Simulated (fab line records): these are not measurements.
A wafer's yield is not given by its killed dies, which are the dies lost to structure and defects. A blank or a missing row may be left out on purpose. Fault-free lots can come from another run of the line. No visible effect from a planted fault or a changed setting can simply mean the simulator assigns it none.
fab line records ; flow sky130
record: lots: 6; wafers: 18; last_day: 50
route steps=708 shown LDD_HVP@288 LDD_LDN@289
lots untouched by any fault: they come from a run of this same line in which no faults occurred
start_h: start of the lot's first displayed wafer, in hours after the record's first day ; wait_h: how many hours have passed since the lot's step before this one ; " identical to the entry in the row above ; L1.1+2: one row covering several wafers at once ; - no value present, or no start provided ; * or withheld: withheld ; < > ~ a bound
route shown NAME@n: names a module that has steps shown in the file, with the first one's number in the route ; usual: the fault-free wafers' mean and standard deviation ; same: alike in all rows ; chamber/n: place in a boat ; sites: each site's reading ; _std_site: standard deviation across them ; _edge_site: outer sites' mean less inner sites' ; radius_mm: how far each site lies from the wafer's centre ; mask NAME#n: copy n ; behind: tool/chamber where the wafer was last shaped ; hold: reason for holding the lot/hours on hold/outcome of the hold ; device: transistor that didn't switch, given as n, p or np ; end of line: tests of these same wafers at the route's end ; a step without rows: its recipe alone ; killed: not the wafer's yield, but the dies lost to structure and defects at the first sort ; map: a wafer's dies, x killed, . not, _ none there
set.NAME: the run value of the setting; set.NAME@STEP: its run value at that earlier step ; model.NAME: the simulator's own value behind a step, which no gauge read
a table for each step, a row for each wafer; lots at some steps of the route
services: the hour from which a tool's chamber was out of use, counted from the record's first day as start_h (under 0 if before that day), plus the number of hours and why
== steps ==
step: SKY_LDD_HVP_TW_MEAS_10
usual: LDD_HVP_TW: 455.0/2.4
lot.wafer;tool;chamber;start_h;wait_h;LDD_HVP_TW
L301.2;film_metro-03;-;544.79;0.1;457.7
L301.3;film_metro-03;-;544.79;0.1;455.0
L301.5;film_metro-03;-;544.79;0.1;456.2
L315.1;film_metro-02;-;641.05;0.1;455.2
L315.2;film_metro-02;-;641.05;0.1;454.3
L315.4;film_metro-02;-;641.05;0.1;453.8
L316.2;film_metro-04;-;666.34;0.1;457.0
L316.3;film_metro-04;-;666.34;0.1;456.7
L316.6;film_metro-04;-;666.34;0.1;458.1
L318.2;film_metro-03;-;682.19;0.1;455.4
L318.3;film_metro-03;-;682.19;0.1;453.9
L318.6;film_metro-03;-;682.19;0.1;456.2
L319.1;film_metro-02;-;687.65;0.1;455.3
L319.3;film_metro-02;-;687.65;0.1;453.1
L319.4;film_metro-02;-;687.65;0.1;453.9
L320.2;film_metro-04;-;688.89;0.1;449.9
L320.3;film_metro-04;-;688.89;0.1;453.7
L320.6;film_metro-04;-;688.89;0.1;454.1
step: SKY_LDD_LDN_DEHYDRATE_00
recipe: temp_c: 200; time_s: 60
step: SKY_LDD_LDN_HMDS_01
recipe: prime_time_s: 60; prime_temp_c: 120
step: SKY_LDD_LDN_COAT_02
recipe: resist: NOVOLAK; spin_rpm: 3000; resist_thk_nm: 1140
step: SKY_LDD_LDN_SOFTBAKE_03
recipe: temp_c: 90; time_s: 60; resist: NOVOLAK
step: SKY_LDD_LDN_EXPOSE_04
recipe: mask_id: LDNTM; na: 0.6; source_shape: conventional; sigma_outer: 0.6; polarization: unpolarized; target_cd_nm: 700; dose_mj: 140
step: SKY_LDD_LDN_PEB_05
recipe: temp_c: withheld; time_s: *; resist: NOVOLAK
step: SKY_LDD_LDN_DEVELOP_06
recipe: resist: NOVOLAK; developer: TMAH; develop_time_s: 60; dev_temp_c: 23
step: SKY_LDD_LDN_OVL_MEAS_07
usual: LDD_LDN_OVL: -0.7/1.1
lot.wafer;tool;chamber;start_h;wait_h;LDD_LDN_OVL[nm]
L301.2;overlay-01;-;574.30;0.1;-0.7
L301.3;overlay-01;-;574.30;0.1;0.3
L301.5;overlay-01;-;574.30;0.1;0.7
L315.1;overlay-02;-;669.21;0.1;-0.6
L315.2;overlay-02;-;669.21;0.1;-0.4
L315.4;overlay-02;-;669.21;0.1;0.0
L316.2;overlay-01;-;694.00;0.1;-0.7
L316.3;overlay-01;-;694.00;0.1;-0.1
L316.6;overlay-01;-;694.00;0.1;0.5
L318.2;overlay-02;-;709.35;0.1;0.1
L318.3;overlay-02;-;709.35;0.1;0.5
L318.6;overlay-02;-;709.35;0.1;-1.1
L319.1;overlay-02;-;715.04;0.1;-1.0
L319.3;overlay-02;-;715.04;0.1;-0.9
L319.4;overlay-02;-;715.04;0.1;0.2
L320.2;overlay-01;-;715.95;0.1;-0.9
L320.3;overlay-01;-;715.95;0.1;-0.3
L320.6;overlay-01;-;715.95;0.1;-0.5
step: SKY_LDD_LDN_IMPLANT_08
recipe: species: As; energy_kev: 15; dose_cm2: 1.25e+13; tilt_deg: withheld; rotation_deg: 23
step: SKY_LDD_LDN_IMPLANT_09
recipe: species: As; energy_kev: 15; dose_cm2: 1.25e+13; tilt_deg: withheld; rotation_deg: 113
step: SKY_LDD_LDN_IMPLANT_10
recipe: species: As; energy_kev: 15; dose_cm2: 1.25e+13; tilt_deg: withheld; rotation_deg: 203
step: SKY_LDD_LDN_IMPLANT_11
recipe: species: As; energy_kev: 15; dose_cm2: 1.25e+13; tilt_deg: withheld; rotation_deg: 293
usual: beam_energy_keV: 14.998/0.0043; beam_on_s: 9.99/0.22; faraday_current_uA: 70.6/1.5
lot.wafer;tool;chamber;start_h;wait_h;beam_energy_keV;beam_on_s;faraday_current_uA
L301.2;implanter-03;0;574.80;0.1;15.004;10.17;69.2
L301.3;implanter-03;0;574.80;0.1;14.999;9.95;71.0
L301.5;implanter-03;0;574.80;0.1;14.997;10.14;69.7
L315.1;implanter-01;-;669.70;0.1;-;-;-
L315.2;implanter-01;-;669.70;0.1;-;-;-
L315.4;implanter-01;-;669.70;0.1;-;-;-
L316.2;implanter-01;-;694.50;0.1;-;-;-
L316.3;implanter-01;-;694.50;0.1;-;-;-
L316.6;implanter-01;-;694.50;0.1;-;-;-
L318.2;implanter-03;0;709.85;0.1;14.998;9.61;73.1
L318.3;implanter-03;0;709.85;0.1;14.992;9.72;72.0
L318.6;implanter-03;0;709.85;0.1;14.994;9.66;73.1
L319.1;implanter-01;0;715.53;0.1;14.997;9.66;72.7
L319.3;implanter-01;0;715.53;0.1;14.996;9.67;72.8
L319.4;implanter-01;0;715.53;0.1;14.992;9.66;72.7
L320.2;implanter-01;0;716.45;0.1;14.994;9.89;71.3
L320.3;implanter-01;0;716.45;0.1;14.994;10.16;69.3
L320.6;implanter-01;0;716.45;0.1;14.998;9.77;72.7
step: SKY_LDD_LDN_STRIP_12
recipe: chemistry: O2/N2; power_w: 1400; pressure_mtorr: 1500; platen_temp_c: withheld; o2_flow_sccm: 3000; n2_flow_sccm: 300; overash_fraction: 0.5
usual: drypump_motor_current_A: 5.5/0.58; n2_flow_sccm: 300.0/0.88; oes_product_au: 0.715/0.0046; strip_time_to_endpoint_s: 14.18/0.037
lot.wafer;tool;chamber;start_h;wait_h;drypump_motor_current_A;n2_flow_sccm;oes_product_au;rf_hours_counter_h;strip_time_to_endpoint_s
L301.2;plasma_asher-02;0;574.93;0.1;6.5;300.7;0.706;40;14.16
L301.3;plasma_asher-02;0;574.93;0.1;6.4;300.1;0.712;-;14.15
L301.5;plasma_asher-02;1;574.93;0.1;6.0;301.6;0.711;-;14.18
L315.1;plasma_asher-04;1;669.85;0.1;5.8;298.5;0.713;24;14.19
L315.2;plasma_asher-04;0;669.85;0.1;4.7;299.2;0.719;24;14.22
L315.4;plasma_asher-04;1;669.85;0.1;5.8;299.9;0.719;-;14.15
L316.2;plasma_asher-04;1;694.63;0.1;5.8;299.5;0.721;26;14.13
L316.3;plasma_asher-04;1;694.63;0.1;5.8;298.5;0.709;-;14.11
L316.6;plasma_asher-04;0;694.63;0.1;4.7;299.7;0.718;-;14.14
L318.2;plasma_asher-01;1;709.98;0.1;5.0;301.7;0.726;93;14.17
L318.3;plasma_asher-01;0;709.98;0.1;5.7;299.6;0.717;-;14.18
L318.6;plasma_asher-01;0;709.98;0.1;5.7;301.2;0.720;-;14.15
L319.1;plasma_asher-01;1;715.68;0.1;5.0;300.0;0.712;94;14.15
L319.3;plasma_asher-01;0;715.68;0.1;5.7;302.3;0.710;-;14.20
L319.4;plasma_asher-01;1;715.68;0.1;5.0;299.5;0.720;-;14.22
L320.2;plasma_asher-02;0;716.58;0.1;6.4;299.6;0.705;54;14.20
L320.3;plasma_asher-02;1;716.58;0.1;6.0;298.7;0.718;-;14.21
L320.6;plasma_asher-02;0;716.58;0.1;6.4;299.8;0.716;-;14.23
step: SKY_LDD_LDN_TW_MEAS_13
usual: LDD_LDN_TW: 1480/14
lot.wafer;tool;chamber;start_h;wait_h;LDD_LDN_TW
L301.2;film_metro-04;-;575.04;0.1;1466
L301.3;film_metro-04;-;575.04;0.1;1469
L301.5;film_metro-04;-;575.04;0.1;1466
L315.1;film_metro-01;-;669.95;0.1;1379
L315.2;film_metro-01;-;669.95;0.1;1379
L315.4;film_metro-01;-;669.95;0.1;1386
L316.2;film_metro-03;-;694.74;0.1;1353
L316.3;film_metro-03;-;694.74;0.1;1350
L316.6;film_metro-03;-;694.74;0.1;1347
L318.2;film_metro-04;-;710.09;0.1;1478
L318.3;film_metro-04;-;710.09;0.1;1470
L318.6;film_metro-04;-;710.09;0.1;1469
L319.1;film_metro-01;-;715.78;0.1;1502
L319.3;film_metro-01;-;715.78;0.1;1502
L319.4;film_metro-01;-;715.78;0.1;1508
L320.2;film_metro-04;-;716.69;0.1;1472
L320.3;film_metro-04;-;716.69;0.1;1468
L320.6;film_metro-04;-;716.69;0.1;1464
step: SKY_LDD_LDN_CLEAN_14
recipe: chemistry: SC1/SC2; mix: 1:4:20; temp_c: 70; time_s: 150; dry: n2_spin
== services ==
tool;chamber;start_h;hours;kind
plasma_asher-02;-;559.04;0.4;repair
implanter-01;-;587.05;3.8;repair
plasma_asher-01;-;591.89;2.8;pm
implanter-03;-;645.41;5.5;repair
implanter-01;-;671.43;2.2;repair
plasma_asher-02;-;673.16;2.3;repair
implanter-01;-;673.92;6.9;repair
implanter-03;-;678.60;6.2;repair
plasma_asher-02;-;687.32;2.1;repair
implanter-01;-;701.66;5.2;pm
== key ==
first_sign: step: SKY_LDD_LDN_IMPLANT_11; reading: tool_record; direction: missing
effect: step: SKY_LDD_LDN_TW_MEAS_13; reading: LDD_LDN_TW; direction: down; sigmas: 8; usual: 1480; struck: 1366
met_at SKY_LDD_LDN_IMPLANT_11
struck_wafers L315.1,L315.2,L315.4,L316.2,L316.3,L316.6
later_rows_left_out L315.1,L315.2,L315.4,L316.2,L316.3,L316.6
sort_left_out L315.1,L315.2,L315.4,L316.2,L316.3,L316.6
tester_left_out L315,L316
fault: kind: skipped_step_whole; tool: implanter-01; chamber: -; onset_h: 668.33; steps: SKY_LDD_LDN_IMPLANT_11; scope: struck_lots_only
tester_left_out: of these lots the tester's yield and bins aren't shown, on N5 and GAA mostly nor the transistor test; their killed dies are dies lost to structure and defects alone, not to doping, threshold or leakage, so they don't give the yield
sort_left_out: the simulated sort isn't trusted on such a fault, so these wafers' sort isn't shown, and their yield isn't known
later_rows_left_out: the simulator's readings of these wafers behind a module that went badly wrong aren't trusted and aren't shown, but for the sort
